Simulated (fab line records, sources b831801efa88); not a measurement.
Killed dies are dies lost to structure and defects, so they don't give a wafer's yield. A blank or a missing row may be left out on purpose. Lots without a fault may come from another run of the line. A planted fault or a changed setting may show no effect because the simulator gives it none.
fab line records | flow sky130
record lots=14 wafers=42 last_day=50
route steps=708 shown FIELD_ISO@24 NWELL@34 VT_ADJUST_HVTR@137 POLY_GATE@228
lots that met no fault: from a run of the same line without faults
start_h: hours from the record's first day to the start of the lot's first wafer shown | wait_h: hours since the lot's step before | " the same as in the row above | L1.1+2: a row that stands for several wafers | - no value, or no start given | * or withheld: withheld | < > ~ a bound
route shown NAME@n: a module of which the file shows steps, and the number in the route of the first | usual: mean/standard deviation of fault-free wafers | same: alike in all rows | chamber/n: place in a boat | sites: the reading at each site | _std_site: their standard deviation | _edge_site: outer sites' mean less inner sites' | radius_mm: how far each site lies from the wafer's centre | mask NAME#n: copy n | behind: the tool/chamber that last shaped the wafer | hold: why the lot was held/for how many hours/how that ended | device: the transistor (n, p or np) that didn't switch | end of line: the same wafers' tests at the end of the route | a step without rows: its recipe alone | killed: dies lost to structure and defects at the first sort, not the wafer's yield | map: a wafer's dies, x killed, . not, _ none there
set.NAME: the setting as run; set.NAME@STEP: as run at that earlier step | model.NAME: the simulator's own value behind a step, which no gauge read
steps of the route over a sample of lots; a table a step, a row a wafer
services: from which hour (start_h, from the record's first day; less than 0 if before it) a tool's chamber was out of use, for how many hours, and why
## steps
# step SKY_FIELD_ISO_THK_MEAS_23
# recipe reads=SiO2_of_FIELD_ISO_OXIDATION_22
# usual FIELD_ISO_OXIDATION_01_THK=9.95/0.2
# columns lot.wafer tool chamber start_h wait_h FIELD_ISO_OXIDATION_01_THK[nm]
L246.1 film_metro-02 - 33.44 0.0 10.39
L246.2 " - " " 10.49
L246.6 " - " " 10.23
L249.3 film_metro-01 - 46.31 0.0 10.13
L249.5 " - " " 10.11
L249.6 " - " " 9.94
L250.1 film_metro-04 - 55.32 0.0 9.99
L250.3 " - " " 10.06
L250.4 " - " " 10.25
L251.1 film_metro-02 - 57.80 0.0 9.50
L251.2 " - " " 9.67
L251.4 " - " " 9.58
L252.2 film_metro-01 - 61.26 0.0 10.00
L252.3 " - " " 10.14
L252.4 " - " " 10.17
L254.2 film_metro-04 - 74.32 0.0 9.87
L254.5 " - " " 10.03
L254.6 " - " " 9.97
L255.1 film_metro-01 - 78.52 0.0 10.09
L255.4 " - " " 9.98
L255.5 " - " " 10.12
L256.1 film_metro-01 - 82.91 0.0 10.11
L256.4 " - " " 10.22
L256.6 " - " " 10.35
L257.2 film_metro-02 - 86.70 0.0 10.06
L257.5 " - " " 10.19
L257.6 " - " " 10.00
L260.1 film_metro-04 - 102.85 0.0 9.63
L260.4 " - " " 9.75
L260.5 " - " " 9.74
L264.2 film_metro-02 - 124.30 0.0 9.89
L264.4 " - " " 9.97
L264.6 " - " " 9.99
L265.1 film_metro-01 - 131.06 0.0 9.74
L265.4 " - " " 9.81
L265.6 " - " " 9.71
L268.2 film_metro-01 - 147.71 0.0 10.08
L268.3 " - " " 10.08
L268.4 " - " " 9.96
L269.2 film_metro-02 - 152.81 0.0 9.90
L269.3 " - " " 9.99
L269.6 " - " " 10.03
# step SKY_NWELL_THK_MEAS_02
# recipe reads=SiO2_of_NWELL_OXIDATION_01
# usual NWELL_OXIDATION_THK=9.97/0.17
# columns lot.wafer tool chamber start_h wait_h NWELL_OXIDATION_THK[nm]
L246.1 film_metro-03 - 39.54 0.0 10.24
L246.2 " - " " 10.15
L246.6 " - " " 10.38
L249.3 film_metro-02 - 54.99 0.0 10.09
L249.5 " - " " 10.02
L249.6 " - " " 10.13
L250.1 film_metro-04 - 59.92 0.0 9.91
L250.3 " - " " 10.09
L250.4 " - " " 10.05
L251.1 film_metro-02 - 63.46 0.0 10.05
L251.2 " - " " 9.98
L251.4 " - " " 10.17
L252.2 film_metro-04 - 65.26 0.0 10.13
L252.3 " - " " 10.07
L252.4 " - " " 10.17
L254.2 film_metro-02 - 80.10 0.0 10.04
L254.5 " - " " 9.81
L254.6 " - " " 9.95
L255.1 film_metro-04 - 84.04 0.0 10.11
L255.4 " - " " 10.07
L255.5 " - " " 10.17
L256.1 film_metro-02 - 88.03 0.0 10.22
L256.4 " - " " 10.13
L256.6 " - " " 10.11
L257.2 film_metro-03 - 92.99 0.0 9.88
L257.5 " - " " 9.81
L257.6 " - " " 9.95
L260.1 film_metro-02 - 107.61 0.0 10.18
L260.4 " - " " 10.08
L260.5 " - " " 9.91
L264.2 film_metro-02 - 129.93 0.0 9.86
L264.4 " - " " 9.77
L264.6 " - " " 9.79
L265.1 film_metro-04 - 135.20 0.0 9.83
L265.4 " - " " 9.67
L265.6 " - " " 9.79
L268.2 film_metro-02 - 152.11 0.0 9.60
L268.3 " - " " 9.87
L268.4 " - " " 9.59
L269.2 film_metro-02 - 157.54 0.0 10.18
L269.3 " - " " 10.17
L269.6 " - " " 10.29
# step SKY_VT_ADJUST_HVTR_DEVELOP_06
# recipe develop_time_s=60 dev_temp_c=23
# columns lot.wafer tool chamber start_h wait_h
L246.1+2+6 litho_track-01 0 203.31 0.1
L249.3+5+6 litho_track-01 0 228.01 0.1
L250.1+3+4 litho_track-04 0 233.77 0.1
L251.1+2+4 litho_track-01 0 244.56 0.1
L252.2+3+4 litho_track-04 0 244.89 0.1
L254.2+5+6 litho_track-02 0 261.86 0.1
L255.1+4+5 litho_track-02 0 269.64 0.1
L256.1+4+6 litho_track-02 0 274.44 0.1
L257.2+5+6 litho_track-01 0 282.93 0.1
L260.1+4+5 litho_track-02 0 304.94 0.1
L264.2+4+6 litho_track-04 0 337.94 0.1
L265.1+4+6 litho_track-01 0 343.05 0.1
L268.2+3+4 litho_track-01 0 364.73 0.1
L269.2+3+6 litho_track-04 0 375.99 0.1
# step SKY_VT_ADJUST_HVTR_CD_MEAS_07
# recipe target_cd_nm=380
# usual cd_nm=380.1/2.6
# columns lot.wafer tool chamber start_h wait_h cd_nm
L246.1 cd_sem-01 - 203.46 0.1 376.9
L246.2 " - " " 376.3
L246.6 " - " " 375.4
L249.3 cd_sem-02 - 228.15 0.1 386.1
L249.5 " - " " 384.1
L249.6 " - " " 383.0
L250.1 cd_sem-02 - 233.92 0.1 379.0
L250.3 " - " " 376.6
L250.4 " - " " 377.0
L251.1 cd_sem-02 - 244.71 0.1 378.3
L251.2 " - " " 378.1
L251.4 " - " " 377.0
L252.2 cd_sem-01 - 245.04 0.1 378.3
L252.3 " - " " 378.1
L252.4 " - " " 378.5
L254.2 cd_sem-01 - 262.01 0.1 378.9
L254.5 " - " " 376.8
L254.6 " - " " 378.9
L255.1 cd_sem-01 - 269.79 0.1 378.8
L255.4 " - " " 378.6
L255.5 " - " " 380.0
L256.1 cd_sem-02 - 274.59 0.1 381.6
L256.4 " - " " 361.0
L256.6 " - " " 361.4
L257.2 cd_sem-02 - 283.08 0.1 380.9
L257.5 " - " " 381.2
L257.6 " - " " 380.4
L260.1 cd_sem-02 - 305.09 0.1 379.1
L260.4 " - " " 363.7
L260.5 " - " " 379.1
L264.2 cd_sem-02 - 338.09 0.1 380.8
L264.4 " - " " 381.7
L264.6 " - " " 381.7
L265.1 cd_sem-02 - 343.20 0.1 382.1
L265.4 " - " " 383.5
L265.6 " - " " 383.6
L268.2 cd_sem-01 - 364.87 0.1 382.0
L268.3 " - " " 380.4
L268.4 " - " " 380.9
L269.2 cd_sem-02 - 376.14 0.1 384.4
L269.3 " - " " 385.6
L269.6 " - " " 382.9
# step SKY_POLY_GATE_OVL_MEAS_14
# usual POLY_GATE_OVL=-3/5.3
# columns lot.wafer tool chamber start_h wait_h POLY_GATE_OVL[nm]
L246.1 overlay-02 - 366.66 0.1 1
L246.2 " - " " 3
L246.6 " - " " -3
L249.3 overlay-01 - 400.94 0.1 -2
L249.5 " - " " 3
L249.6 " - " " -1
L250.1 overlay-01 - 409.08 0.1 2
L250.3 " - " " 1
L250.4 " - " " 2
L251.1 overlay-01 - 422.49 0.1 -1
L251.2 " - " " 0
L251.4 " - " " -1
L252.2 overlay-01 - 422.64 0.1 -3
L252.3 " - " " -6
L252.4 " - " " -2
L254.2 overlay-02 - 437.54 0.1 -2
L254.5 " - " " 3
L254.6 " - " " -3
L255.1 overlay-01 - 459.08 0.1 -8
L255.4 " - " " 6
L255.5 " - " " 1
L256.1 overlay-02 - 459.31 0.1 -2
L256.4 " - " " -5
L256.6 " - " " -1
L257.2 overlay-01 - 470.24 0.1 -11
L257.5 " - " " -14
L257.6 " - " " -9
L260.1 overlay-01 - 496.96 0.1 -6
L260.4 " - " " -4
L260.5 " - " " -13
L264.2 overlay-01 - 533.89 0.1 -8
L264.4 " - " " -7
L264.6 " - " " -11
L265.1 overlay-01 - 537.68 0.1 2
L265.4 " - " " -9
L265.6 " - " " -1
L268.2 overlay-01 - 561.59 0.1 -3
L268.3 " - " " 4
L268.4 " - " " -9
L269.2 overlay-02 - 569.91 0.1 -5
L269.3 " - " " -14
L269.6 " - " " 2
## services
# columns tool chamber start_h hours kind
litho_track-02 - 370.11 - consumable_replace:filter
## key
first_sign step=SKY_VT_ADJUST_HVTR_CD_MEAS_07 reading=cd_nm direction=down sigmas=6.9 usual=380.1 struck=362.0
effect none on later readings
met_at SKY_VT_ADJUST_HVTR_DEVELOP_06
struck_lots L256,L260
struck_wafers L256.4,L256.6,L260.4
tester_left_out L256,L260
not_acting_at SKY_FIELD_ISO_THK_MEAS_23,SKY_NWELL_THK_MEAS_02,SKY_POLY_GATE_OVL_MEAS_14
onset_between 269.64 274.44
fault kind=process_parameter_drift tool=litho_track-02 chamber=- onset_h=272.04 steps=SKY_VT_ADJUST_HVTR_DEVELOP_06 channel=develop_time_s offset=* shape=step end_h=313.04 scope=struck_wafers_only acts_in=* stated=*
# tester_left_out: of these lots the tester's yield and bins aren't shown, on N5 and GAA mostly nor the transistor test; their killed dies are dies lost to structure and defects alone, not to doping, threshold or leakage, so they don't give the yield
